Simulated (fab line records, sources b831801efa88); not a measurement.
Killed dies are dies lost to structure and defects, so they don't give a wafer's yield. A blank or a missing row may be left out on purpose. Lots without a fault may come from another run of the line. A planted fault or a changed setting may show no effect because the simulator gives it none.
fab line records | flow sky130
record lots=6 wafers=18 last_day=50
route steps=708 shown RES_XHIGH@332 SD_N@342 PAD_OPEN@708
lots that met no fault: from a run of the same line without faults
start_h: hours from the record's first day to the start of the lot's first wafer shown | wait_h: hours since the lot's step before | " the same as in the row above | L1.1+2: a row that stands for several wafers | - no value, or no start given | * or withheld: withheld | < > ~ a bound
route shown NAME@n: a module of which the file shows steps, and the number in the route of the first | usual: mean/standard deviation of fault-free wafers | same: alike in all rows | chamber/n: place in a boat | sites: the reading at each site | _std_site: their standard deviation | _edge_site: outer sites' mean less inner sites' | radius_mm: how far each site lies from the wafer's centre | mask NAME#n: copy n | behind: the tool/chamber that last shaped the wafer | hold: why the lot was held/for how many hours/how that ended | device: the transistor (n, p or np) that didn't switch | end of line: the same wafers' tests at the end of the route | a step without rows: its recipe alone | killed: dies lost to structure and defects at the first sort, not the wafer's yield | map: a wafer's dies, x killed, . not, _ none there
set.NAME: the setting as run; set.NAME@STEP: as run at that earlier step | model.NAME: the simulator's own value behind a step, which no gauge read
lots at some steps of the route; a table a step, a row a wafer
services: from which hour (start_h, from the record's first day; less than 0 if before it) a tool's chamber was out of use, for how many hours, and why
## steps
# step SKY_RES_XHIGH_DEHYDRATE_00
# recipe temp_c=200 time_s=60
# step SKY_RES_XHIGH_HMDS_01
# recipe prime_time_s=60 prime_temp_c=120
# step SKY_RES_XHIGH_COAT_02
# recipe resist=NOVOLAK spin_rpm=3000 resist_thk_nm=1140
# step SKY_RES_XHIGH_SOFTBAKE_03
# recipe temp_c=90 time_s=60 resist=NOVOLAK
# step SKY_RES_XHIGH_EXPOSE_04
# recipe mask_id=URPM na=0.6 source_shape=conventional sigma_outer=0.6 polarization=unpolarized target_cd_nm=1270 dose_mj=140
# step SKY_RES_XHIGH_PEB_05
# recipe temp_c=withheld time_s=* resist=NOVOLAK
# step SKY_RES_XHIGH_DEVELOP_06
# recipe resist=NOVOLAK developer=TMAH develop_time_s=60 dev_temp_c=23
# step SKY_RES_XHIGH_IMPLANT_07
# recipe species=BF2 energy_kev=20 dose_cm2=3.6e+14 tilt_deg=0
# step SKY_RES_XHIGH_STRIP_08
# recipe chemistry=O2/N2 power_w=1400 pressure_mtorr=1500 platen_temp_c=withheld o2_flow_sccm=3000 n2_flow_sccm=300 overash_fraction=0.5
# usual drypump_motor_current_A=5.9/0.45 oes_product_au=0.711/0.0046 strip_time_to_endpoint_s=14.28/0.038
# columns lot.wafer tool chamber start_h wait_h drypump_motor_current_A oes_product_au rf_hours_counter_h strip_time_to_endpoint_s
L184.4 plasma_asher-03 0 673.39 0.1 6.3 0.713 - 14.24
L184.5 " 0 " " 6.3 0.717 - 14.27
L184.6 " 1 " " 6.5 0.711 - 14.28
L188.1 plasma_asher-01 1 709.26 0.1 5.7 0.714 59 14.30
L188.2 " 0 " " 5.2 0.709 59 14.32
L188.6 " 1 " " 5.7 0.710 - 14.25
L191.1 plasma_asher-03 1 725.09 0.1 6.5 0.716 91 14.35
L191.3 " 0 " " 6.3 0.713 - 14.30
L191.5 " 0 " " 6.3 0.701 - 14.27
L196.2 plasma_asher-03 1 766.71 0.1 6.5 0.712 95 14.25
L196.4 " 0 " " 6.3 0.709 - 14.23
L196.5 " 0 " " 6.3 0.712 - 14.25
L198.3 plasma_asher-01 0 779.24 0.1 5.2 0.704 - 14.31
L198.5 " 0 " " 5.2 0.712 - 14.31
L198.6 " 1 " " 5.7 0.709 - 14.28
L199.1 plasma_asher-01 0 791.06 0.1 5.2 0.705 67 14.27
L199.4 " 1 " " 5.6 0.718 - 14.26
L199.5 " 0 " " 5.2 0.716 - 14.29
# step SKY_RES_XHIGH_TW_MEAS_09
# usual RES_XHIGH_TW=1635/28
# columns lot.wafer tool chamber start_h wait_h RES_XHIGH_TW
L184.4 film_metro-01 - 673.48 0.1 1613
L184.5 " - " " 1610
L184.6 " - " " 1614
L188.1 film_metro-01 - 709.36 0.1 1609
L188.2 " - " " 1599
L188.6 " - " " 1602
L191.1 film_metro-04 - 725.19 0.1 1675
L191.3 " - " " 1685
L191.5 " - " " 1666
L196.2 film_metro-04 - 766.82 0.1 1678
L196.4 " - " " 1672
L196.5 " - " " 1673
L198.3 film_metro-01 - 779.33 0.1 1599
L198.5 " - " " 1603
L198.6 " - " " 1605
L199.1 film_metro-02 - 791.16 0.1 1659
L199.4 " - " " 1647
L199.5 " - " " 1650
# step SKY_SD_N_DEHYDRATE_00
# recipe temp_c=200 time_s=60
# step SKY_SD_N_HMDS_01
# recipe prime_time_s=60 prime_temp_c=120
# step SKY_SD_N_COAT_02
# recipe resist=NOVOLAK spin_rpm=3000 resist_thk_nm=1140
# usual dispense_pressure_kPa=49/3.8 spin_speed_rpm=3000.1/1.8
# columns lot.wafer tool chamber start_h wait_h dispense_pressure_kPa spin_speed_rpm model.NOVOLAK_of_SD_N_COAT_02.thk_nm
L184.4 litho_track-01 0 687.82 0.1 45 3001.4 1144
L184.5 " 0 " " 45 3001.1 1146
L184.6 " 0 " " 46 3004.1 1145
L188.1 litho_track-01 0 723.39 0.1 46 3000.7 1141
L188.2 " 0 " " 46 2999.2 1141
L188.6 " 0 " " 46 2999.9 1139
L191.1 litho_track-01 0 738.19 0.1 45 2999.8 1135
L191.3 " 0 " " 45 2999.2 1135
L191.5 " 0 " " 45 3001.1 1139
L196.2 litho_track-04 0 779.70 0.1 51 3000.2 1143
L196.4 " 0 " " 51 3000.3 1143
L196.5 " 0 " " 51 3000.5 1143
L198.3 litho_track-01 0 792.14 0.1 45 2999.7 1140
L198.5 " 0 " " 45 2999.3 648.1
L198.6 " 0 " " 45 3000.6 1139
L199.1 litho_track-01 0 803.59 0.1 45 3000.5 1145
L199.4 " 0 " " 45 2998.2 1149
L199.5 " 0 " " 45 2997.8 651.1
# step SKY_SD_N_SOFTBAKE_03
# recipe temp_c=90 time_s=60 resist=NOVOLAK
# step SKY_SD_N_EXPOSE_04
# recipe mask_id=NSDM na=0.6 source_shape=conventional sigma_outer=0.6 polarization=unpolarized target_cd_nm=380 dose_mj=141
# step SKY_SD_N_PEB_05
# recipe temp_c=withheld time_s=* resist=NOVOLAK
# step SKY_SD_N_DEVELOP_06
# recipe resist=NOVOLAK developer=TMAH develop_time_s=60 dev_temp_c=23
# columns lot.wafer tool chamber start_h wait_h model.NOVOLAK_of_SD_N_COAT_02.thk_nm
L184.4 litho_track-04 0 702.00 0.1 1143
L184.5 " 0 " " 1146
L184.6 " 0 " " 1145
L188.1+2 litho_track-04 0 736.87 0.1 1141
L188.6 " 0 " " 1138
L191.1+3 litho_track-04 0 751.77 0.1 1134
L191.5 " 0 " " 1138
L196.2+4 litho_track-01 0 793.17 0.1 1142
L196.5 " 0 " " 1143
L198.3+6 litho_track-01 0 804.74 0.1 1139
L198.5 " 0 " " 647.7
L199.1 litho_track-04 0 816.92 0.1 1145
L199.4 " 0 " " 1148
L199.5 " 0 " " 650.6
# step SKY_SD_N_CD_MEAS_07
# recipe target_cd_nm=380
# usual cd_nm=379.8/2.4
# columns lot.wafer tool chamber start_h wait_h cd_nm
L184.4 cd_sem-01 - 702.13 0.1 380.1
L184.5 " - " " 378.5
L184.6 " - " " 378.4
L188.1 cd_sem-01 - 737.08 0.2 379.1
L188.2 " - " " 382.0
L188.6 " - " " 380.1
L191.1 cd_sem-01 - 751.92 0.1 378.3
L191.3 " - " " 376.9
L191.5 " - " " 378.7
L196.2 cd_sem-01 - 793.31 0.1 381.1
L196.4 " - " " 381.9
L196.5 " - " " 380.9
L198.3 cd_sem-01 - 804.88 0.1 381.4
L198.5 " - " " 443.5
L198.6 " - " " 382.2
L199.1 cd_sem-02 - 817.07 0.1 380.6
L199.4 " - " " 379.9
L199.5 " - " " 439.3
# step SKY_SD_N_OVL_MEAS_08
# usual SD_N_OVL=0.5/1.4
# columns lot.wafer tool chamber start_h wait_h SD_N_OVL[nm]
L184.4 overlay-02 - 702.21 0.1 2.1
L184.5 " - " " 1.0
L184.6 " - " " 1.9
L188.1 overlay-01 - 737.20 0.1 2.0
L188.2 " - " " 0.5
L188.6 " - " " 0.7
L191.1 overlay-01 - 752.04 0.1 -0.4
L191.3 " - " " 0.8
L191.5 " - " " 0.9
L196.2 overlay-02 - 793.42 0.1 0.7
L196.4 " - " " 0.5
L196.5 " - " " 4.1
L198.3 overlay-02 - 804.97 0.1 1.6
L198.5 " - " " 0.4
L198.6 " - " " 0.3
L199.1 overlay-02 - 817.19 0.1 1.2
L199.4 " - " " 2.9
L199.5 " - " " 1.3
# step SKY_SD_N_IMPLANT_09
# recipe species=As energy_kev=50 dose_cm2=4e+15 tilt_deg=0
# step SKY_SD_N_IMPLANT_10
# recipe species=P energy_kev=20 dose_cm2=1e+14 tilt_deg=0
# step SKY_SD_N_STRIP_11
# recipe chemistry=O2/N2 power_w=1400 pressure_mtorr=1500 platen_temp_c=withheld o2_flow_sccm=3000 n2_flow_sccm=300 overash_fraction=0.5
# usual drypump_motor_current_A=5.9/0.53 oes_product_au=0.528/0.0046 strip_time_to_endpoint_s=22.57/0.046
# columns lot.wafer tool chamber start_h wait_h drypump_motor_current_A oes_product_au rf_hours_counter_h strip_time_to_endpoint_s
L184.4 plasma_asher-01 1 702.56 0.1 5.7 0.530 - 22.60
L184.5 " 1 " " 5.7 0.526 - 22.62
L184.6 " 0 " " 5.2 0.525 - 22.57
L188.1 plasma_asher-03 0 737.54 0.1 6.3 0.529 92 22.55
L188.2 " 1 " " 6.5 0.532 92 22.58
L188.6 " 1 " " 6.5 0.526 - 22.57
L191.1 plasma_asher-01 0 752.38 0.1 5.2 0.529 63 22.49
L191.3 " 0 " " 5.2 0.527 - 22.46
L191.5 " 0 " " 5.2 0.532 - 22.52
L196.2 plasma_asher-01 1 793.75 0.1 5.7 0.528 67 22.59
L196.4 " 0 " " 5.2 0.526 - 22.60
L196.5 " 1 " " 5.7 0.522 - 22.60
L198.3 plasma_asher-04 0 805.33 0.1 6.3 0.528 - 22.55
L198.5 " 1 " " 5.1 0.458 - 16.96
L198.6 " 0 " " 6.3 0.536 - 22.50
L199.1 plasma_asher-01 1 817.53 0.1 5.7 0.528 70 22.60
L199.4 " 1 " " 5.7 0.534 - 22.65
L199.5 " 1 " " 5.7 0.461 - 16.99
# step SKY_SD_N_TW_MEAS_12
# usual SD_N_TW=4011/68
# columns lot.wafer tool chamber start_h wait_h SD_N_TW
L184.4 film_metro-04 - 702.66 0.1 4094
L184.5 " - " " 4087
L184.6 " - " " 4076
L188.1 film_metro-04 - 737.64 0.1 4061
L188.2 " - " " 4068
L188.6 " - " " 4052
L191.1 film_metro-02 - 752.48 0.1 4022
L191.3 " - " " 4007
L191.5 " - " " 4020
L196.2 film_metro-04 - 793.86 0.1 4114
L196.4 " - " " 4092
L196.5 " - " " 4091
L198.3 film_metro-04 - 805.42 0.1 4086
L198.5 " - " " 4099
L198.6 " - " " 4108
L199.1 film_metro-04 - 817.63 0.1 4079
L199.4 " - " " 4049
L199.5 " - " " 4050
# step SKY_PAD_OPEN_PROBE_99
# usual killed_at_M0_to_M3=43/6.7 killed_at_M4_up=3.2/2.1 killed_at_contacts=25/5.9 killed_at_front_end=16/4.7 killed_at_other=0.3/0.54 killed_dies=87/9.8 killed_open=47/6.7 killed_short=40/6.5
# same gross_dies=492 killed_at_back_side=0
# columns lot.wafer tool chamber start_h wait_h killed_at_M0_to_M3 killed_at_M4_up killed_at_contacts killed_at_front_end killed_at_other killed_dies killed_open killed_short
L184.4 prober-02 - 1119.39 0.2 43 2 27 14 0 86 45 40
L184.5 prober-02 - 1119.44 0.2 39 4 22 24 0 89 42 44
L184.6 prober-02 - 1119.49 0.2 42 1 22 16 0 81 41 38
# killed by level:class
L184.4 VIA1:geometric_particle:open=14 CONTACT:geometric_particle:short=10 METAL1:geometric_particle:short=9 LI_CONTACT:geometric_particle:open=8 CONTACT:geometric_particle:open=4 VIA3:geometric_particle:open=4 FIELD_ISO:geometric_particle:short=3 POLY_GATE:geometric_particle:short=3
L184.5 VIA1:geometric_particle:open=10 LI_CONTACT:geometric_particle:open=9 FIELD_ISO:geometric_particle:short=7 VIA3:geometric_particle:open=7 VIA1:geometric_particle:short=5 LI_CONTACT:geometric_particle:short=5 METAL1:geometric_particle:short=5 POLY_GATE:geometric_particle:short=4
L184.6 LI_CONTACT:geometric_particle:open=8 METAL1:geometric_particle:short=7 VIA1:geometric_particle:short=7 POLY_GATE:geometric_particle:open=6 VIA1:geometric_particle:open=6 VIA3:geometric_particle:open=6 CONTACT:geometric_particle:open=5 LOCAL_INTERCONNECT:geometric_particle:short=4
## services
# columns tool chamber start_h hours kind
plasma_asher-04 - 659.00 1.8 repair
litho_track-04 - 677.50 - consumable_replace:filter
plasma_asher-04 - 683.71 37.8 repair
plasma_asher-04 - 733.75 9.0 pm
plasma_asher-04 0 733.75 9.0 vent_cycle
plasma_asher-04 1 733.75 9.0 vent_cycle
plasma_asher-04 0 742.75 - clean
plasma_asher-04 1 742.75 - clean
plasma_asher-01 - 755.24 1.5 repair
plasma_asher-03 - 766.98 2.8 pm
plasma_asher-04 - 767.32 0.8 repair
plasma_asher-04 - 777.62 2.9 repair
## key
first_sign step=SKY_SD_N_CD_MEAS_07 reading=cd_nm direction=up sigmas=25 usual=379.8 struck=441.4
effect step=SKY_SD_N_STRIP_11 reading=strip_time_to_endpoint_s direction=down sigmas=99+ usual=* struck=*
model_effect step=SKY_SD_N_COAT_02 value=NOVOLAK_of_SD_N_COAT_02.thk_nm without=1144 struck=649.6
model_effect step=SKY_SD_N_DEVELOP_06 value=NOVOLAK_of_SD_N_COAT_02.thk_nm without=1144 struck=649.2
met_at SKY_SD_N_COAT_02
struck_wafers L198.5,L199.5
tester_left_out L198,L199
onset_between 738.19 792.14
fault kind=process_parameter_drift tool=litho_track-01 chamber=- onset_h=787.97 steps=SKY_SD_N_COAT_02 channel=resist_thk_nm offset=-492.95 shape=step end_h=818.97 scope=struck_wafers_only acts_in=these_recipes_only stated=1140
# tester_left_out: of these lots the tester's yield and bins aren't shown, on N5 and GAA mostly nor the transistor test; their killed dies are dies lost to structure and defects alone, not to doping, threshold or leakage, so they don't give the yield
